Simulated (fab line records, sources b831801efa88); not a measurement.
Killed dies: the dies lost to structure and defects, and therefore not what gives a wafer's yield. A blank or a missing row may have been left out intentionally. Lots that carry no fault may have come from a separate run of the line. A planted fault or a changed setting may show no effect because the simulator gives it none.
Split-lot trial    flow gf180mcu    5 lots, 27 wafers read, on a route of 602 steps

ABOUT THE SPLIT
At GF_M2_SPUTTER_04 (material TiN, target thk 50 nm, time 41.7 s), the setting time_s was moved away from the recipe's 41.7 s on 6 of the 27 wafers read, by -29.3% to -26.4%. The other wafers ran this setting at the recipe's value.

The reading comes from the split's own step.

THE READING
TiN_of_M2_SPUTTER_04.thk_nm (the simulator's own value, which no gauge read), in nm, at GF_M2_SPUTTER_04 (material TiN, target thk 50 nm, time 41.7 s). There is no usual value for it anywhere in the file. Average 50.23 nm, standard deviation 0.89 nm, over the 21 wafers here run with the recipe.

wafer   tool, chamber at the split  time_s as run, s  against the recipe  TiN_of_M2_SPUTTER_04.thk_nm, nm  against lot-mates on the recipe
L077.1  pvd_sputter-04, -           30.68             -26.4%              37.74                            -12.54
L077.2  pvd_sputter-04, -           41.7              recipe              50.26                            -
L077.3  pvd_sputter-04, -           30.68             -26.4%              36.96                            -13.32
L077.4  pvd_sputter-04, -           30.68             -26.4%              36.94                            -13.34
L077.5  pvd_sputter-04, -           41.7              recipe              50.43                            -
L077.6  pvd_sputter-04, -           41.7              recipe              50.16                            -
L079.3  pvd_sputter-02, -           41.7              recipe              49.06                            -
L079.4  pvd_sputter-02, -           41.7              recipe              48.75                            -
L079.6  pvd_sputter-02, -           41.7              recipe              48.59                            -
L083.1  pvd_sputter-02, -           29.5              -29.3%              34.77                            -15.25
L083.2  pvd_sputter-02, -           29.5              -29.3%              35.5                             -14.52
L083.3  pvd_sputter-02, -           29.5              -29.3%              35.38                            -14.64
L083.4  pvd_sputter-02, -           41.7              recipe              50.27                            -
L083.5  pvd_sputter-02, -           41.7              recipe              49.81                            -
L083.6  pvd_sputter-02, -           41.7              recipe              49.98                            -
L084.1  pvd_sputter-04, -           41.7              recipe              51.26                            -
L084.2  pvd_sputter-04, -           41.7              recipe              51.63                            -
L084.3  pvd_sputter-04, -           41.7              recipe              51.33                            -
L084.4  pvd_sputter-04, -           41.7              recipe              51.71                            -
L084.5  pvd_sputter-04, -           41.7              recipe              50.89                            -
L084.6  pvd_sputter-04, -           41.7              recipe              51.62                            -
L085.1  pvd_sputter-03, -           41.7              recipe              49.78                            -
L085.2  pvd_sputter-03, -           41.7              recipe              50.17                            -
L085.3  pvd_sputter-03, -           41.7              recipe              49.28                            -
L085.4  pvd_sputter-03, -           41.7              recipe              50.02                            -
L085.5  pvd_sputter-03, -           41.7              recipe              49.76                            -
L085.6  pvd_sputter-03, -           41.7              recipe              50.1                             -

FIT RESULTS
A straight line over all 27 wafers: TiN_of_M2_SPUTTER_04.thk_nm changes by +0.504 nm for each +1% of time_s; r = +0.99; the points scatter about the line by 0.85 nm.
The same after taking each lot's own level away (the mean of its wafers on the recipe; 27 wafers): +0.501 nm for each +1%; r = +1.00; scatter 0.29 nm.
According to that fit, moving time_s by its largest amount changes the reading by 15 nm.
From 48.800 to 51.407 nm: that is the span of the lots' own levels, equal to 2.9 times the standard deviation above.
The two slopes are in agreement: the lot-to-lot level therefore moves the slope only a little.
Check: for one of the wafers moved furthest among these (-29.3%), held out of the fit, the line's prediction against its lot-mates is -14.5 nm. It came out at -15.2 nm against them.

THESE WAFERS: OTHER SPLITS
Note: prior to the reading, these wafers also went through further splits. Each is held against what the fit with the lots' levels taken away leaves over:
other split on the same wafers       wafers away from the commonest value  r with TiN_of_M2_SPUTTER_04.thk_nm (lot level and that fit taken away)
GF_STI_CVD_03 time_s                 12                                    +0.06
GF_STI_WET_ETCH_17 time_s            18                                    +0.17
GF_DUAL_GATE_OXIDATION_15 ox_time_s  21                                    -0.04
GF_NSD_DEVELOP_06 develop_time_s     9                                     +0.01

FILE'S OWN FIT
TiN_of_M2_SPUTTER_04.thk_nm changes by +0.501 nm for each +1% of time_s, r = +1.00.
